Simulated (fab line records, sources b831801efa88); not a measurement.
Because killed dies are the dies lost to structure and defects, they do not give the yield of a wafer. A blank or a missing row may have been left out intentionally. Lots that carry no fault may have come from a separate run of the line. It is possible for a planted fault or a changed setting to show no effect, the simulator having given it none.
One fault through the eyes of 2 desks + flow sky130 + every desk sees just its own numbers, and what lay behind them comes last

== DESK OF THE TOOL OWNER: implanter-01 ==
For each lot that ran on this tool, the mean over its sampled wafers that have a number, from the tool's own readings at SKY_LDD_LDN_IMPLANT_10. The brackets show how far a lot's mean lies from the usual mean; more than 4 standard deviations puts the lot out of limits, marked OUT.
Columns: A = beamEnergyKeV at SKY_LDD_LDN_IMPLANT_10, usual 15.001
| lot  | first seen here | A                        |
|------|-----------------|--------------------------|
| L532 | day 25 01:34    | 15.001                   |
| L534 | day 25 09:35    | 15.722 (+99 or more) OUT |
| L537 | day 26 20:35    | 15.720 (+99 or more) OUT |
| L548 | day 29 21:55    | 14.996                   |
| L549 | day 30 14:19    | 15.000                   |
This desk's finding: out of limits on L534, L537; first on L534, day 25 09:35 (beamEnergyKeV at SKY_LDD_LDN_IMPLANT_10). L532, L548, L549: within limits.

== AT THE METROLOGY DESK ==
What the gauges read for every lot (on any tool): the sampled wafers with a number, averaged. The brackets show how far a lot's mean lies from the usual mean; more than 4 standard deviations puts the lot out of limits, marked OUT.
Columns: A = LDD_HVP_TW at SKY_LDD_HVP_TW_MEAS_10, usual 461; B = LDD_LDN_OVL at SKY_LDD_LDN_OVL_MEAS_07, usual 0.4 nm
| lot  | first seen here | A   | B    |
|------|-----------------|-----|------|
| L532 | day 23 19:40    | 449 | 0.7  |
| L534 | day 24 03:13    | 462 | 1.3  |
| L536 | day 24 22:28    | 463 | -0.3 |
| L537 | day 25 14:23    | 449 | 1.5  |
| L548 | day 28 17:31    | 462 | -1.1 |
| L549 | day 29 09:23    | 462 | -0.2 |
Finding of this desk: none of the 6 lots has anything out of limits.

== BROUGHT TOGETHER ==
On L534, L537, at day 25 09:35, an alarm was possible from the tool owner's desk.
Nothing out of limits was seen by the metrology desk.
The metrology desk holds a record of L534, L537, inside its limits.
The lots listed all ran SKY_LDD_LDN_IMPLANT_10 on implanter-01.

== WHAT HAD BEEN PUT IN BY THE SIMULATOR ==
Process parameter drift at SKY_LDD_LDN_IMPLANT_10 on implanter-01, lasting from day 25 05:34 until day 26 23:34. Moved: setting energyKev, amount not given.
Struck lots among those shown: L534, L537.
Each desk's first reading out of limits, in hours after the fault started: the tool owner's desk, 4.
